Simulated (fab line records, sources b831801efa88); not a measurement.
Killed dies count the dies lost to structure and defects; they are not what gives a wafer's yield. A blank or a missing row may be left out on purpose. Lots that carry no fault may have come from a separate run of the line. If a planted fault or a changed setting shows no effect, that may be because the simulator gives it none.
Which of the tools did it?	flow gf180mcu	route of 602 steps, sampled at 1 step: 7 lots, 21 wafers

WHAT THE GAUGES SHOWED, per wafer
GF_HV_LDD_TW_MEAS_11.
lot	measured	on	HV_LDD_TW
L474	day 10 16:19	film_metro-01	2402 2390 2392
L476	day 11 05:49	film_metro-03	2376 2360 2374
L479	day 11 23:42	film_metro-03	2375 2390 2375
L488	day 15 02:49	film_metro-02	2381 2364 2363
L491	day 15 18:49	film_metro-02	2367 2377 2374
L493	day 16 13:04	film_metro-01	2403 2388 2389
L495	day 17 02:57	film_metro-02	2373 2387 2385

TOOL THAT RAN EACH LOT (tool first, then ch and the chambers of the sampled wafers, then the start)
The record holds no process step before these readings.

THE ANSWER, worked out from the rows above alone
Rule: the usual values come from the lots themselves. The widest of any qualifying gaps counts: lots, ordered by their means at a reading, are off when they make up no more than a third of the lots, leave a main group of 4 or more, and stand apart from it by 3 or more times the standard deviation of that group's means. The tables above print the reading to a certain number of digits; a main group whose means all agree to those digits is not used. A lot without any number at a reading at which 4 lots or more have one is off too. Any other lot the step has rows for is counted as sound.
Nothing can be told from this: no lot is off at any reading shown.

WHAT THE SIMULATOR HAD INSERTED
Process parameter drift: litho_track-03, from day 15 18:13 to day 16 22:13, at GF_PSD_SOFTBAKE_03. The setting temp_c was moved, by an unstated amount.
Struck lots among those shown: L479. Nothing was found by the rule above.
